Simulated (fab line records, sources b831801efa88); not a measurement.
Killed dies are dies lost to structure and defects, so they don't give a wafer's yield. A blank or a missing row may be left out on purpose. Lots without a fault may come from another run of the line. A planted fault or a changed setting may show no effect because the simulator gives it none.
A struck lot beside a sound one | flow sky130 | 35 steps out of a route of 708
Sound: wafers L187.3, L187.4, L187.5. Struck: wafers L193.1, L193.3, L193.4. The cause comes at the end.
At each step with rows: each side's tool, then ch and its chambers, then its first start. Under that, the readings that differ: sound wafers | struck wafers | difference of the means | sigmas: that difference in standard deviations of wafers without a fault.
alike: readings whose means differ by less than 2 such deviations, and words and numbers that are the same on both sides. not compared: withheld readings, readings that some wafer has no value for, bounds like >300 that may hide the same value, and numbers for which the record gives no deviation and whose values overlap.
The two part at a step that has a row with sigmas, a row that says differs or no value, or rows on one side only. Numbers that don't overlap but have no deviation are shown without sigmas and don't part them. A reading that every wafer of one side lacks parts them only if that side has two wafers or more.

first, 9 steps without rows for these wafers: SKY_METAL2_DEVELOP_14 (develop time 60 s); SKY_METAL2_DESCUM_17 (chemistry O2, time 8 s); SKY_METAL2_ETCH_18 (etches BARC in N2/H2, stops on SiO2, time 45.9 s, target depth 60 nm); SKY_METAL2_METAL_ETCH_19 (etches the open film in Cl2/BCl3, stops on SiO2, target depth 360 nm, time 78 s); SKY_METAL2_STRIP_20 (strips in O2/N2); SKY_METAL2_STRIP_21 (strips in post etch residue remover, time 1200 s); SKY_METAL2_CLEAN_22 (cleans in IPA, time 180 s); SKY_METAL2_CLEAN_23 (cleans in O3/DIW); SKY_VIA2_HDPCVD_00 (deposits SiO2, target thk 1180 nm, time 196.7 s).
SKY_VIA2_CMP_02: polishes SiO2.
  sound on cmp-01 ch 0,1, day 35 13:25; struck on cmp-01 ch 1,2,3, day 38 01:28
  reading                                  | sound             | struck            | difference | sigmas
  model.SiO2_of_VIA2_HDPCVD_00.thk_nm (nm) | 497.2 496.2 495.7 | 445.9 445.3 445.1 | -50.9      |
  alike: motor_current_A
then, 9 steps without rows for these wafers: SKY_VIA2_DEHYDRATE_04 (time 60 s); SKY_VIA2_HMDS_05 (prime time 60 s); SKY_VIA2_COAT_06 (resist thk 60 nm); SKY_VIA2_COAT_07 (resist thk 458.6 nm); SKY_VIA2_SOFTBAKE_08 (time 90 s); SKY_VIA2_EXPOSE_09 (exposes mask VIM2, target cd 200 nm); SKY_VIA2_PEB_10; SKY_VIA2_DEVELOP_11 (develop time 60 s); SKY_VIA2_ETCH_14 (etches BARC in N2/H2, stops on SiO2, time 45.9 s, target depth 60 nm).
SKY_VIA2_ETCH_15: etches SiO2 in C4F8/O2/Ar, stops on TiN, target depth 546 nm, time 84 s.
  sound on rie_diel-03 ch 1,2,3, day 36 15:13; struck on rie_diel-01 ch 0,1,3, day 39 03:35
  reading                          | sound             | struck            | difference | sigmas
  oes_product_au (a.u.)            | 0.942 0.940 0.948 | 0.879 0.887 0.889 | -0.058     | -14
  model.VIA2.feature_depth_nm (nm) | 497.2 496.2 495.7 | 445.9 445.3 445.1 | -50.9      |
  model.etch.depth_nm (nm)         | 497.2 496.2 495.7 | 445.9 445.3 445.1 | -50.9      |
  not compared: rf_hours_counter_h
then, 13 steps without rows for these wafers: SKY_VIA2_STRIP_16 (strips in O2/N2); SKY_VIA2_STRIP_17 (strips in post etch residue remover, time 1200 s); SKY_VIA2_CLEAN_18 (cleans in IPA, time 180 s); SKY_VIA2_CLEAN_19 (cleans in O3/DIW); SKY_VIA2_SPUTTER_20 (material TiN, target thk 20 nm, time 80 s); SKY_VIA2_CVD_21 (deposits W, target thk 420 nm, time 126.4 s); SKY_VIA2_CMP_24 (polishes, stops on SiO2, t overpolish 20 s, target thk 0 nm); SKY_METAL3_SPUTTER_00 (material Ti, target thk 15 nm, time 10 s); SKY_METAL3_SPUTTER_01 (material TiN, target thk 20 nm, time 16.7 s); SKY_METAL3_SPUTTER_02 (material AlCu, target thk 735 nm, time 39.1 s); SKY_METAL3_SPUTTER_03 (material Ti, target thk 5 nm, time 3.3 s); SKY_METAL3_SPUTTER_04 (material TiN, target thk 70 nm, time 58.3 s); SKY_CAPM_CVD_00 (deposits SiO2, target thk 15.5 nm).
-- the record jumps here: 2 days lie between the struck wafers' starts before and after (it left off in module CAPM and takes up again in module METAL3, whose first step shown is number 532 of the route) --
SKY_METAL3_METAL_ETCH_18: etches the open film in Cl2/BCl3, stops on SiO2, target depth 845 nm, time 183.1 s.
  sound on rie_metal-02 ch 0,1, day 38 20:46; struck on rie_metal-04 ch 0,1, day 41 05:59
  reading                                  | sound             | struck            | difference | sigmas
  drypump_motor_current_A (A)              | 5.1 4.8 4.8       | 5.7 5.7 6.0       | +0.9       | +2
  model.SiO2_of_VIA2_HDPCVD_00.thk_nm (nm) | 467.3 466.2 465.8 | 416.4 415.5 415.2 | -50.7      |
  alike: oes_product_au, throttle_valve_pct
  not compared: rf_hours_counter_h
-- the record jumps here: 7 days lie between the struck wafers' starts before and after (it left off in module METAL3 and takes up again in module PAD_OPEN, whose first step shown is number 708 of the route) --
SKY_PAD_OPEN_PROBE_99:
  the record has rows for the struck wafers here (prober-02, day 48 02:12) and none for the sound ones

WHERE THEY PART
First at SKY_VIA2_ETCH_15; last, within this record, at SKY_PAD_OPEN_PROBE_99.

WHY: what the simulator had put in
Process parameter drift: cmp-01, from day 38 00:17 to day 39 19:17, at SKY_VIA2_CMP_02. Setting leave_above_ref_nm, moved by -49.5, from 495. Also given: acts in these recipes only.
